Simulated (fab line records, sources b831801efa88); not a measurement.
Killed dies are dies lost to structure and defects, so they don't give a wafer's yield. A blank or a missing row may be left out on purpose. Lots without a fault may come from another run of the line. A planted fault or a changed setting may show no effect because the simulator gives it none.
Which tool did it? | flow gf180mcu | 24 lots, 72 wafers sampled, at 5 steps of a route of 602

WHAT THE GAUGES READ, wafer by wafer
GF_V4_THK_MEAS_01. Usual: V4_CVD_00_THK 598 nm, standard deviation 5.8.
lot  | measured     | on            | V4_CVD_00_THK (nm) | flag
L074 | day 25 13:58 | film_metro-04 | 591 598 589        |
L075 | day 26 01:25 | film_metro-03 | 604 601 596        |
L076 | day 26 07:41 | film_metro-03 | 601 602 609        |
L077 | day 26 16:02 | film_metro-04 | 603 599 603        |
L078 | day 26 20:49 | film_metro-04 | 594 598 599        |
L079 | day 27 07:52 | film_metro-04 | 602 606 597        |
L080 | day 27 11:56 | film_metro-02 | 596 593 601        |
L081 | day 27 18:53 | film_metro-03 | 604 613 600        |
L082 | day 28 08:23 | film_metro-03 | 603 600 594        |
L083 | day 28 12:13 | film_metro-02 | 599 590 604        |
L084 | day 28 20:33 | film_metro-04 | 603 596 596        |
L085 | day 29 04:04 | film_metro-02 | 590 594 588        |
L086 | day 29 07:10 | film_metro-02 | 590 593 594        |
L087 | day 29 14:03 | film_metro-04 | 591 587 592        |
L088 | day 30 00:04 | film_metro-02 | 603 595 596        |
L089 | day 30 03:02 | film_metro-03 | 600 612 601        |
L090 | day 30 09:16 | film_metro-04 | 595 600 600        |
L091 | day 30 18:46 | film_metro-03 | 592 600 598        |
L092 | day 30 21:28 | film_metro-02 | 604 599 606        |
L093 | day 31 04:05 | film_metro-02 | 596 597 593        |
L094 | day 31 07:41 | film_metro-02 | 599 604 600        |
L095 | day 31 15:41 | film_metro-02 | 592 601 585        |
L096 | day 31 23:56 | film_metro-04 | 600 594 589        |
L097 | day 32 03:20 | film_metro-02 | 600 606 600        |

GF_TOP_METAL_THK_MEAS_06: measures by xrf. Usual: TOP_METAL_ALCU_THK 899 nm, standard deviation 9.2.
lot  | measured     | on            | TOP_METAL_ALCU_THK (nm) | flag
L074 | day 29 10:07 | film_metro-01 | 912 899 921             |
L075 | day 29 21:47 | film_metro-04 | 885 877 898             |
L076 | day 30 02:50 | film_metro-04 | 897 885 895             |
L077 | day 30 10:28 | film_metro-01 | 908 891 898             |
L078 | day 30 13:35 | film_metro-04 | 893 899 896             |
L079 | day 30 23:45 | film_metro-01 | 907 906 889             |
L080 | day 31 04:34 | film_metro-02 | 900 900 887             |
L081 | day 31 10:37 | film_metro-02 | 900 899 885             |
L082 | day 31 21:47 | film_metro-04 | 895 900 906             |
L083 | day 32 02:02 | film_metro-04 | 904 913 898             |
L084 | day 32 09:29 | film_metro-04 | 893 895 892             |
L085 | day 32 16:29 | film_metro-02 | 905 924 918             |
L086 | day 32 18:46 | film_metro-01 | 909 893 900             |
L087 | day 33 01:08 | film_metro-02 | 893 892 888             |
L088 | day 33 10:08 | film_metro-02 | 907 900 896             |
L089 | day 33 12:53 | film_metro-01 | 897 909 894             |
L090 | day 33 18:04 | film_metro-02 | 898 892 892             |
L091 | day 34 01:35 | film_metro-04 | 874 897 892             |
L092 | day 34 02:58 | film_metro-04 | 896 907 898             |
L093 | day 34 10:32 | film_metro-01 | 923 910 911             |
L094 | day 34 13:13 | film_metro-02 | 911 895 900             |
L095 | day 34 20:38 | film_metro-04 | 918 902 901             |
L096 | day 35 02:37 | film_metro-04 | 896 893 902             |
L097 | day 35 05:56 | film_metro-04 | 906 904 911             |

WHICH TOOL RAN EACH LOT (tool, then ch and the chambers of the sampled wafers, then the start)
lot  | GF_V1_CVD_23                  | GF_M4_SPUTTER_01             | GF_MIM_SPUTTER_07
L074 | cvd_w-02 ch 0,1, day 20 03:36 | pvd_sputter-04, day 24 14:19 | pvd_sputter-03, day 26 14:29
L075 | cvd_w-02 ch 0,1, day 20 17:43 | pvd_sputter-04, day 25 02:25 | pvd_sputter-01, day 27 01:53
L076 | cvd_w-01 ch 0, day 21 01:22   | pvd_sputter-03, day 25 08:16 | pvd_sputter-03, day 27 08:13
L077 | cvd_w-02 ch 0, day 21 11:14   | pvd_sputter-03, day 25 17:04 | pvd_sputter-04, day 27 16:43
L078 | cvd_w-01 ch 0,1, day 21 15:08 | pvd_sputter-04, day 25 20:56 | pvd_sputter-03, day 27 20:58
L079 | cvd_w-01 ch 0,1, day 22 03:52 | pvd_sputter-04, day 26 08:39 | pvd_sputter-03, day 28 07:38
L080 | cvd_w-02 ch 0,1, day 22 09:02 | pvd_sputter-03, day 26 13:09 | pvd_sputter-03, day 28 11:34
L081 | cvd_w-01 ch 1, day 22 15:44   | pvd_sputter-04, day 26 19:11 | pvd_sputter-03, day 28 18:35
L082 | cvd_w-01 ch 0,1, day 23 06:38 | pvd_sputter-02, day 27 10:42 | pvd_sputter-03, day 29 07:02
L083 | cvd_w-01 ch 0,1, day 23 12:42 | pvd_sputter-02, day 27 14:20 | pvd_sputter-03, day 29 11:45
L084 | cvd_w-01 ch 0, day 23 23:17   | pvd_sputter-03, day 27 22:53 | pvd_sputter-01, day 29 19:39
L085 | cvd_w-01 ch 0,1, day 24 03:59 | pvd_sputter-03, day 28 05:51 | pvd_sputter-03, day 30 03:26
L086 | cvd_w-02 ch 0,1, day 24 09:58 | pvd_sputter-02, day 28 09:27 | pvd_sputter-01, day 30 05:53
L087 | cvd_w-02 ch 0,1, day 24 17:55 | pvd_sputter-03, day 28 16:04 | pvd_sputter-04, day 30 12:02
L088 | cvd_w-02 ch 0,1, day 25 04:26 | pvd_sputter-03, day 29 02:12 | pvd_sputter-03, day 30 22:26
L089 | cvd_w-01 ch 0, day 25 09:47   | pvd_sputter-04, day 29 06:10 | pvd_sputter-01, day 31 01:17
L090 | cvd_w-01 ch 0,1, day 25 15:08 | pvd_sputter-04, day 29 12:08 | pvd_sputter-04, day 31 07:17
L091 | cvd_w-01 ch 0,1, day 26 02:40 | pvd_sputter-04, day 29 21:55 | pvd_sputter-03, day 31 16:02
L092 | cvd_w-01 ch 0,1, day 26 05:55 | pvd_sputter-03, day 30 01:10 | pvd_sputter-01, day 31 19:02
L093 | cvd_w-02 ch 0,1, day 26 11:10 | pvd_sputter-04, day 30 07:21 | pvd_sputter-04, day 32 01:43
L094 | cvd_w-02 ch 0, day 26 16:17   | pvd_sputter-02, day 30 11:08 | pvd_sputter-01, day 32 05:00
L095 | cvd_w-01 ch 0,1, day 27 01:20 | pvd_sputter-04, day 30 19:45 | pvd_sputter-03, day 32 12:52
L096 | cvd_w-02 ch 0,1, day 27 10:26 | pvd_sputter-04, day 31 04:06 | pvd_sputter-04, day 32 20:20
L097 | cvd_w-01 ch 0,1, day 27 15:19 | pvd_sputter-02, day 31 07:24 | pvd_sputter-03, day 32 23:50
- GF_V1_CVD_23: deposits W, target thk 350 nm, time 105.05 s.
- GF_M4_SPUTTER_01: material TiN, target thk 30 nm, time 25 s.
- GF_MIM_SPUTTER_07: material TiN, target thk 60 nm, time 50 s.

WHAT THE TOOLS THEMSELVES READ (means of the sampled wafers that have a number; where no wafer has one, the mark that the record gives instead)
GF_V1_CVD_23. Usual: heater_power_w 897 W, standard deviation 120.
lot  | tool     | heater_power_w (W) | flag
L074 | cvd_w-02 | 1010               |
L075 | cvd_w-02 | 999                |
L076 | cvd_w-01 | 912                |
L077 | cvd_w-02 | 1010               |
L078 | cvd_w-01 | 842                |
L079 | cvd_w-01 | 832                |
L080 | cvd_w-02 | 989                |
L081 | cvd_w-01 | 712                |
L082 | cvd_w-01 | 770                |
L083 | cvd_w-01 | 773                |
L084 | cvd_w-01 | 907                |
L085 | cvd_w-01 | 833                |
L086 | cvd_w-02 | 1018               |
L087 | cvd_w-02 | 1007               |
L088 | cvd_w-02 | 1014               |
L089 | cvd_w-01 | 919                |
L090 | cvd_w-01 | 844                |
L091 | cvd_w-01 | 782                |
L092 | cvd_w-01 | 854                |
L093 | cvd_w-02 | 1010               |
L094 | cvd_w-02 | 1038               |
L095 | cvd_w-01 | 839                |
L096 | cvd_w-02 | 1005               |
L097 | cvd_w-01 | 849                |

GF_M4_SPUTTER_01. Usual: throttle_valve_pct 30.2 %, standard deviation 0.92.
lot  | tool           | throttle_valve_pct (%) | flag
L074 | pvd_sputter-04 | 30.3                   |
L075 | pvd_sputter-04 | 30.2                   |
L076 | pvd_sputter-03 | 30.8                   |
L077 | pvd_sputter-03 | 30.9                   |
L078 | pvd_sputter-04 | 30.2                   |
L079 | pvd_sputter-04 | 30.4                   |
L080 | pvd_sputter-03 | 30.4                   |
L081 | pvd_sputter-04 | 30.4                   |
L082 | pvd_sputter-02 | 29.3                   |
L083 | pvd_sputter-02 | 30.3                   |
L084 | pvd_sputter-03 | 29.8                   |
L085 | pvd_sputter-03 | 29.1                   |
L086 | pvd_sputter-02 | 29.5                   |
L087 | pvd_sputter-03 | 30.4                   |
L088 | pvd_sputter-03 | 30.0                   |
L089 | pvd_sputter-04 | 30.1                   |
L090 | pvd_sputter-04 | 30.1                   |
L091 | pvd_sputter-04 | 30.4                   |
L092 | pvd_sputter-03 | 30.7                   |
L093 | pvd_sputter-04 | 30.6                   |
L094 | pvd_sputter-02 | 29.4                   |
L095 | pvd_sputter-04 | 30.2                   |
L096 | pvd_sputter-04 | 30.0                   |
L097 | pvd_sputter-02 | 30.6                   |

GF_MIM_SPUTTER_07. Usual: throttle_valve_pct 29.9 %, standard deviation 0.83.
lot  | tool           | throttle_valve_pct (%) | flag
L074 | pvd_sputter-03 | 29.2                   |
L075 | pvd_sputter-01 | 29.4                   |
L076 | pvd_sputter-03 | 29.5                   |
L077 | pvd_sputter-04 | 30.3                   |
L078 | pvd_sputter-03 | 30.4                   |
L079 | pvd_sputter-03 | 29.5                   |
L080 | pvd_sputter-03 | 29.8                   |
L081 | pvd_sputter-03 | 30.8                   |
L082 | pvd_sputter-03 | 30.5                   |
L083 | pvd_sputter-03 | 30.2                   |
L084 | pvd_sputter-01 | 29.2                   |
L085 | pvd_sputter-03 | 29.4                   |
L086 | pvd_sputter-01 | 29.3                   |
L087 | pvd_sputter-04 | 30.3                   |
L088 | pvd_sputter-03 | 29.5                   |
L089 | pvd_sputter-01 | 29.7                   |
L090 | pvd_sputter-04 | 30.2                   |
L091 | pvd_sputter-03 | 30.2                   |
L092 | pvd_sputter-01 | 29.8                   |
L093 | pvd_sputter-04 | 30.3                   |
L094 | pvd_sputter-01 | 29.6                   |
L095 | pvd_sputter-03 | 29.6                   |
L096 | pvd_sputter-04 | 30.4                   |
L097 | pvd_sputter-03 | 30.0                   |

THE ANSWER, worked out from the rows above alone
Rule: a lot is off if the mean of its wafers that have a number lies more than 3 standard deviations from the usual mean. A lot without any number at a reading at which 4 lots or more have one is off too. The other lots that the step has rows for count as sound. The gauges are gone through in route order, then the tools' own readings, and for those a lot's mean is taken as printed above. The first step at which some lot is off is used, and at that step the reading that is off furthest; a lot without a number counts as furthest.
No lot is off at any reading shown: from this, nothing can be told.

WHAT THE SIMULATOR HAD PUT IN
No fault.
